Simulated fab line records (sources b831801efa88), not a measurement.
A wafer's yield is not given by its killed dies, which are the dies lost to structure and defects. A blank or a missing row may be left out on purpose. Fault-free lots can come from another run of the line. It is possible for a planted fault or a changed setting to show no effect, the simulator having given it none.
One fault seen from 2 desks || flow sky130 || each desk holds nothing but its own numbers, with what lay behind them at the end

THE METROLOGY DESK
Means of the sampled wafers that have a number, per lot and without regard to the tool the lot ran on: this is what the gauges read. A lot is out of limits, marked OUT, if its mean lies more than 4 standard deviations from the usual mean; the brackets give that distance.
Columns: A = VIA2_BOW at SKY_VIA2_BOW_MEAS_03, usual 88 um; B = cd nm at SKY_VIA2_CD_MEAS_12, usual 200.0 nm
{"lot": "L919", "first seen here": "day 35 10:41", "A": 87, "B": 199.4}
{"lot": "L921", "first seen here": "day 36 05:40", "A": 89, "B": 199.7}
{"lot": "L924", "first seen here": "day 37 16:47", "A": 82, "B": 198.9}
{"lot": "L926", "first seen here": "day 38 11:05", "A": 90, "B": 199.3}
{"lot": "L930", "first seen here": "day 39 02:06", "A": 86, "B": 201.2}
{"lot": "L929", "first seen here": "day 39 08:22", "A": 86, "B": 197.6}
{"lot": "L931", "first seen here": "day 39 19:05", "A": 82, "B": 201.7}
{"lot": "L937", "first seen here": "day 41 07:41", "A": 82, "B": 198.9}
{"lot": "L939", "first seen here": "day 42 01:02", "A": 83, "B": 200.8}
{"lot": "L941", "first seen here": "day 42 16:02", "A": 94, "B": 200.0}
{"lot": "L940", "first seen here": "day 42 16:56", "A": 92, "B": 201.6}
Finding of this desk: none of the 11 lots has anything out of limits.

AT THE TOOL OWNER'S DESK: pvd sputter-04
The tool's own readings at SKY_METAL3_SPUTTER_02 (material AlCu, target thk 735 nm, time 39.1 s): means of the sampled wafers that have a number, for each lot that ran on this tool. A lot is out of limits, marked OUT, if its mean lies more than 4 standard deviations from the usual mean; the brackets give that distance.
Columns: A = chamber pressure pa at SKY_METAL3_SPUTTER_02, usual 0.4000 Pa; B = throttle valve pct at SKY_METAL3_SPUTTER_02, usual 29.6 %
{"lot": "L924", "first seen here": "day 38 20:15", "A": 0.4000, "B": 30.5}
{"lot": "L930", "first seen here": "day 40 05:32", "A": 0.4001, "B": 30.8}
{"lot": "L929", "first seen here": "day 40 10:33", "A": 0.4004, "B": 30.6}
{"lot": "L931", "first seen here": "day 40 21:05", "A": 0.4006, "B": 30.0}
{"lot": "L937", "first seen here": "day 42 08:59", "A": "0.4248 (+32) OUT", "B": 29.7}
This desk's finding: out of limits on L937; first on L937, day 42 08:59 (chamber pressure pa at SKY_METAL3_SPUTTER_02). L924, L930, L929, L931: within limits.

ALL TOGETHER
The tool owner's desk had the chance to raise an alarm at day 42 08:59 on L937.
The metrology desk saw nothing out of limits.
The metrology desk holds a record of L937, inside its limits.
Every lot named ran SKY_METAL3_SPUTTER_02 on pvd sputter-04.

WHAT THE SIMULATOR HAD INSERTED
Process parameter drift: pvd sputter-04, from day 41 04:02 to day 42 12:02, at SKY_METAL3_SPUTTER_02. From 0.4, the setting chamber pressure pa moved by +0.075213. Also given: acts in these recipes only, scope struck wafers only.
Lots struck among those shown: L937.
Delay in hours, fault start to first out-of-limits reading, by desk: the tool owner's desk at 29.
